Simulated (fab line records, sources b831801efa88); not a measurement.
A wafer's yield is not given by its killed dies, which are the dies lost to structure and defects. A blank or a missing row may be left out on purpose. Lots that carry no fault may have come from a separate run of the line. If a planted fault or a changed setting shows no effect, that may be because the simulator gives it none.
Chamber matching || flow gf180mcu || GF_STI_ETCH_14 on rie_si-01: 4 sister chambers
The step etches Si in HBr/Cl2/O2, target depth 360 nm, time 102.9 s. 16 wafers are shown with their chamber, then 7 later ones without.

EACH WAFER AND ITS CHAMBER
{"wafer": "L390.2", "chamber": 3, "drypump_motor_current_A (A)": 5.4, "oes_product_au (a.u.)": 0.992, "throttle_valve_pct (%)": 25.654}
{"wafer": "L390.3", "chamber": 2, "drypump_motor_current_A (A)": 5.5, "oes_product_au (a.u.)": 0.991, "throttle_valve_pct (%)": 25.656}
{"wafer": "L390.6", "chamber": 0, "drypump_motor_current_A (A)": 5.7, "oes_product_au (a.u.)": 1.001, "throttle_valve_pct (%)": 25.666}
{"wafer": "L397.2", "chamber": 1, "drypump_motor_current_A (A)": 6.1, "oes_product_au (a.u.)": 0.998, "throttle_valve_pct (%)": 25.638}
{"wafer": "L397.3", "chamber": 0, "drypump_motor_current_A (A)": 5.7, "oes_product_au (a.u.)": 0.991, "throttle_valve_pct (%)": 25.648}
{"wafer": "L397.4", "chamber": 3, "drypump_motor_current_A (A)": 5.3, "oes_product_au (a.u.)": 1.000, "throttle_valve_pct (%)": 25.658}
{"wafer": "L398.2", "chamber": 3, "drypump_motor_current_A (A)": 5.3, "oes_product_au (a.u.)": 0.999, "throttle_valve_pct (%)": 25.654}
{"wafer": "L398.3", "chamber": 0, "drypump_motor_current_A (A)": 5.7, "oes_product_au (a.u.)": 1.001, "throttle_valve_pct (%)": 25.639}
{"wafer": "L398.5", "chamber": 2, "drypump_motor_current_A (A)": 5.5, "oes_product_au (a.u.)": 1.001, "throttle_valve_pct (%)": 25.649}
{"wafer": "L399.1", "chamber": 3, "drypump_motor_current_A (A)": 5.3, "oes_product_au (a.u.)": 1.006, "throttle_valve_pct (%)": 25.666}
{"wafer": "L399.4", "chamber": 1, "drypump_motor_current_A (A)": 6.1, "oes_product_au (a.u.)": 1.001, "throttle_valve_pct (%)": 25.662}
{"wafer": "L399.5", "chamber": 2, "drypump_motor_current_A (A)": 5.5, "oes_product_au (a.u.)": 1.007, "throttle_valve_pct (%)": 25.658}
{"wafer": "L401.4", "chamber": 0, "drypump_motor_current_A (A)": 5.7, "oes_product_au (a.u.)": 0.999, "throttle_valve_pct (%)": 25.664}
{"wafer": "L401.5", "chamber": 0, "drypump_motor_current_A (A)": 5.7, "oes_product_au (a.u.)": 0.988, "throttle_valve_pct (%)": 25.640}
{"wafer": "L401.6", "chamber": 1, "drypump_motor_current_A (A)": 6.1, "oes_product_au (a.u.)": 1.014, "throttle_valve_pct (%)": 25.668}
{"wafer": "L403.2", "chamber": 0, "drypump_motor_current_A (A)": 5.7, "oes_product_au (a.u.)": 0.986, "throttle_valve_pct (%)": 25.645}

SIGNATURES (averages over the wafers above)
{"reading": "drypump_motor_current_A", "chamber 0": 5.700, "chamber 1": 6.100, "chamber 2": 5.500, "chamber 3": 5.325, "scatter within a chamber": 0.025}
{"reading": "oes_product_au", "chamber 0": 0.99433, "chamber 1": 1.00433, "chamber 2": 0.99967, "chamber 3": 0.99925, "scatter within a chamber": 0.0071}
{"reading": "throttle_valve_pct", "chamber 0": 25.65033, "chamber 1": 25.65600, "chamber 2": 25.65433, "chamber 3": 25.65800, "scatter within a chamber": 0.0106}
Rule: a wafer's distance from a chamber is the root of the sum, over the readings, of the square of ((its reading less the chamber's mean) divided by the reading's scatter). The wafer belongs to the nearest chamber; if the next one is less than 2 further off, it can't be placed. How the scatter is found: for the shown wafers, subtract from each reading the mean of its chamber, square and add these, divide the total by (wafers less chambers), then take the root.

WAFERS MISSING THEIR CHAMBER
{"wafer": "L403.3", "drypump_motor_current_A (A)": 5.3, "oes_product_au (a.u.)": 0.993, "throttle_valve_pct (%)": 25.685}
{"wafer": "L403.5", "drypump_motor_current_A (A)": 6.1, "oes_product_au (a.u.)": 0.993, "throttle_valve_pct (%)": 25.680}
{"wafer": "L405.2", "drypump_motor_current_A (A)": 5.5, "oes_product_au (a.u.)": 0.993, "throttle_valve_pct (%)": 25.667}
{"wafer": "L405.3", "drypump_motor_current_A (A)": 5.3, "oes_product_au (a.u.)": 0.990, "throttle_valve_pct (%)": 25.660}
{"wafer": "L406.2", "drypump_motor_current_A (A)": 6.1, "oes_product_au (a.u.)": 0.990, "throttle_valve_pct (%)": 25.655}
{"wafer": "L407.1", "drypump_motor_current_A (A)": 5.5, "oes_product_au (a.u.)": 1.009, "throttle_valve_pct (%)": 25.645}
{"wafer": "L407.3", "drypump_motor_current_A (A)": 6.1, "oes_product_au (a.u.)": 1.002, "throttle_valve_pct (%)": 25.650}

WHICH CHAMBER EACH ONE RAN IN
{"wafer": "L403.3", "from the rows above": 3, "in truth": 3}
{"wafer": "L403.5", "from the rows above": 1, "in truth": 1}
{"wafer": "L405.2", "from the rows above": 2, "in truth": 2}
{"wafer": "L405.3", "from the rows above": 3, "in truth": 3}
{"wafer": "L406.2", "from the rows above": 1, "in truth": 1}
{"wafer": "L407.1", "from the rows above": 2, "in truth": 2}
{"wafer": "L407.3", "from the rows above": 1, "in truth": 1}
7 of 7 placed correctly. Not placeable from these rows: 0. Number placed wrongly: 0.
